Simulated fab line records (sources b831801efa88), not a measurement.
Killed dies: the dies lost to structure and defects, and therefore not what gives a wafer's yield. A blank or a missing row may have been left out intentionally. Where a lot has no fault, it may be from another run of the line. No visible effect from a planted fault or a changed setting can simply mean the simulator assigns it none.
What tool caused it? || flow sky130 || Sampling: 6 lots, 18 wafers, 3 of 708 route steps

## WHAT THE GAUGES READ, wafer by wafer
SKY_SD_N_CD_MEAS_07: the cd target is 380 nm.
{"lot": "L242", "measured": "day 28 17:10", "on": "cd sem-02", "cd nm (nm)": "377.5 377.8 377.3"}
{"lot": "L244", "measured": "day 29 07:57", "on": "cd sem-01", "cd nm (nm)": "379.8 382.3 380.8"}
{"lot": "L246", "measured": "day 29 21:47", "on": "cd sem-01", "cd nm (nm)": "378.3 378.5 376.0"}
{"lot": "L249", "measured": "day 30 22:13", "on": "cd sem-01", "cd nm (nm)": "383.5 381.2 380.8"}
{"lot": "L252", "measured": "day 32 02:46", "on": "cd sem-01", "cd nm (nm)": "381.9 384.3 383.9"}
{"lot": "L262", "measured": "day 35 02:08", "on": "cd sem-02", "cd nm (nm)": "376.2 377.7 377.0"}

## EACH LOT AND THE TOOL THAT RAN IT (in order: tool; ch and the chambers of the sampled wafers; start)
{"lot": "L242", "SKY_POLY_CUT_ETCH_11": "rie diel-03 ch 1,2,3, day 25 02:38", "SKY_SD_N_EXPOSE_04": "iline stepper-01 ch 0, day 28 03:27"}
{"lot": "L244", "SKY_POLY_CUT_ETCH_11": "rie diel-02 ch 0,3, day 25 17:22", "SKY_SD_N_EXPOSE_04": "iline stepper-01 ch 0, day 28 17:55"}
{"lot": "L246", "SKY_POLY_CUT_ETCH_11": "rie diel-01 ch 0,1,3, day 26 07:35", "SKY_SD_N_EXPOSE_04": "iline stepper-02 ch 0, day 29 07:39"}
{"lot": "L249", "SKY_POLY_CUT_ETCH_11": "rie diel-03 ch 1,2,3, day 27 09:13", "SKY_SD_N_EXPOSE_04": "iline stepper-02 ch 0, day 30 08:52"}
{"lot": "L252", "SKY_POLY_CUT_ETCH_11": "rie diel-01 ch 0,2,3, day 28 14:07", "SKY_SD_N_EXPOSE_04": "iline stepper-01 ch 0, day 31 12:48"}
{"lot": "L262", "SKY_POLY_CUT_ETCH_11": "rie diel-01 ch 0,3, day 31 17:19", "SKY_SD_N_EXPOSE_04": "iline stepper-01 ch 0, day 34 13:38"}
- SKY_POLY_CUT_ETCH_11: etches Si3N4 in CF4/CH2F2/Ar, stops on poly-Si, time 42.5 s, target depth 60 nm.
- SKY_SD_N_EXPOSE_04: exposes mask NSDM, target cd 380 nm.

## THE ANSWER, worked out from the rows above alone
Rule: usual is defined by the lots themselves. The widest of any qualifying gaps counts: lots, ordered by their means at a reading, are off when they make up no more than a third of the lots, leave a main group of 4 or more, and stand apart from it by 3 or more times the standard deviation of that group's means. Not used: any main group whose means are identical at the precision the tables above print for the reading. Also off: a lot with no number at a reading for which 4 or more lots have one. Any other lot the step has rows for is counted as sound.
No lot is off on any of the readings shown, so nothing can be concluded from this.

## WHAT WAS PUT IN BY THE SIMULATOR
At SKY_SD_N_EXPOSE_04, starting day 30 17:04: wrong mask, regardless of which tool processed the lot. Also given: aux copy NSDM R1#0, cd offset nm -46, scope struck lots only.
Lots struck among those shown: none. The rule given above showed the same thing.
